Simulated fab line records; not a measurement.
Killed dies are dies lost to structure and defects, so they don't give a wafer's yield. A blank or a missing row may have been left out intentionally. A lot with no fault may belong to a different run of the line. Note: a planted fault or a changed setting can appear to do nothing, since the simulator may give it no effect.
The tool behind it: which one? -- flow gf180mcu -- 6 lots with 18 wafers sampled at 2 steps, on a route of 602 steps

## WHAT EACH GAUGE READ, for each wafer
GF_NWELL_TW_MEAS_11.
lot,measured,on,NWELL_TW
L118,day 3 13:51,film-metro-03,1572 1571 1581
L120,day 3 23:45,film-metro-04,1572 1572 1575
L124,day 5 00:25,film-metro-03,1591 1599 1587
L131,day 6 13:05,film-metro-01,1562 1566 1569
L135,day 7 11:53,film-metro-03,1581 1585 1575
L138,day 8 03:39,film-metro-04,1555 1548 1566

## WHAT TOOL EACH LOT RAN ON (gives the tool, then ch and the chambers of the sampled wafers, and finally the start)
lot,GF_NWELL_IMPLANT_08
L118,"implanter-03 ch 0, day 3 13:27"
L120,"implanter-03 ch 0, day 3 23:23"
L124,"implanter-01 ch 0, day 5 00:02"
L131,"implanter-04 ch 0, day 6 12:41"
L135,"implanter-04 ch 0, day 7 11:29"
L138,"implanter-04 ch 0, day 8 03:16"
- GF_NWELL_IMPLANT_08

## THE ANSWER, worked out from the rows above alone
Rule: what is usual is taken from the lots themselves. The widest of any qualifying gaps counts: lots, ordered by their means at a reading, are off when they make up no more than a third of the lots, leave a main group of 4 or more, and stand apart from it by 3 or more times the standard deviation of that group's means. Not used: any main group whose means are identical at the precision the tables above print for the reading. Also off: a lot with no number at a reading for which 4 or more lots have one. Where the step has rows for the other lots, those lots are counted as sound.
Nothing can be told from this: no lot is off at any reading shown.

## WHAT THE SIMULATOR PUT IN
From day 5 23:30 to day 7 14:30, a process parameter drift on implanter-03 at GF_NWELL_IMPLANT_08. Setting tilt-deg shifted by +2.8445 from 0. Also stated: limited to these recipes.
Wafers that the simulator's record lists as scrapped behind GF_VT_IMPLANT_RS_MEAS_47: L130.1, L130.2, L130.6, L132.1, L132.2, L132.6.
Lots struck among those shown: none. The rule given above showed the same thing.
